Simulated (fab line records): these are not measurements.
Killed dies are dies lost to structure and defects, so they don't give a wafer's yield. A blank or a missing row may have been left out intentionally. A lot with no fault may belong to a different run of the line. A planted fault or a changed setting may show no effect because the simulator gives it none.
Matching of chambers -- flow gf180mcu -- GF_VT_IMPLANT_WET_ETCH_50 on wet_bench-01: 4 sister chambers
The step etches SiO2 in dHF, target depth 20 nm, time 400 s. 18 wafers are shown with their chamber, then 9 later ones without.

== WAFERS, EACH WITH ITS CHAMBER ==
wafer,chamber,temp_c (C)
L720.1,0,24.96
L720.2,0,24.94
L720.6,0,25.02
L722.1,3,24.97
L722.2,3,24.89
L722.5,3,25.02
L723.1,2,25.13
L723.4,2,25.11
L723.6,2,25.08
L725.2,2,25.05
L725.3,2,25.00
L725.5,2,24.99
L728.1,0,24.89
L728.3,0,24.93
L728.4,0,25.02
L738.1,1,24.87
L738.2,1,24.95
L738.4,1,24.95

SIGNATURES (means of the wafers above)
reading,chamber 0,chamber 1,chamber 2,chamber 3,scatter within a chamber
temp_c,24.9600,24.9233,25.0600,24.9600,0.0552
Rule: a wafer's distance from a chamber is the root of the sum, over the readings, of the square of ((its reading less the chamber's mean) divided by the reading's scatter). The wafer belongs to the nearest chamber; if the next one is less than 2 further off, it can't be placed. The scatter is the square root of a quotient: the sum, over the shown wafers, of each reading's squared deviation from its chamber's mean, divided by wafers minus chambers.

== WAFERS WHOSE CHAMBER IS MISSING ==
wafer,temp_c (C)
L739.1,25.02
L739.3,24.93
L739.5,24.87
L741.1,24.92
L741.2,25.02
L741.6,25.06
L742.2,25.17
L742.4,25.09
L742.5,25.04

== WHICH CHAMBER EACH ONE RAN IN ==
wafer,from the rows above,in truth
L739.1,can't be placed: 2 or 0 or 3 or 1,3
L739.3,can't be placed: 1 or 0 or 3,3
L739.5,can't be placed: 1 or 0 or 3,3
L741.1,can't be placed: 1 or 0 or 3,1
L741.2,can't be placed: 2 or 0 or 3 or 1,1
L741.6,can't be placed: 2 or 0 or 3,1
L742.2,can't be placed: 2 or 0 or 3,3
L742.4,can't be placed: 2 or 0 or 3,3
L742.5,can't be placed: 2 or 0 or 3 or 1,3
0 of 9 placed correctly. Cannot be placed on the basis of these rows: 9; the candidates contain the true chamber in 8. Number placed wrongly: 0.
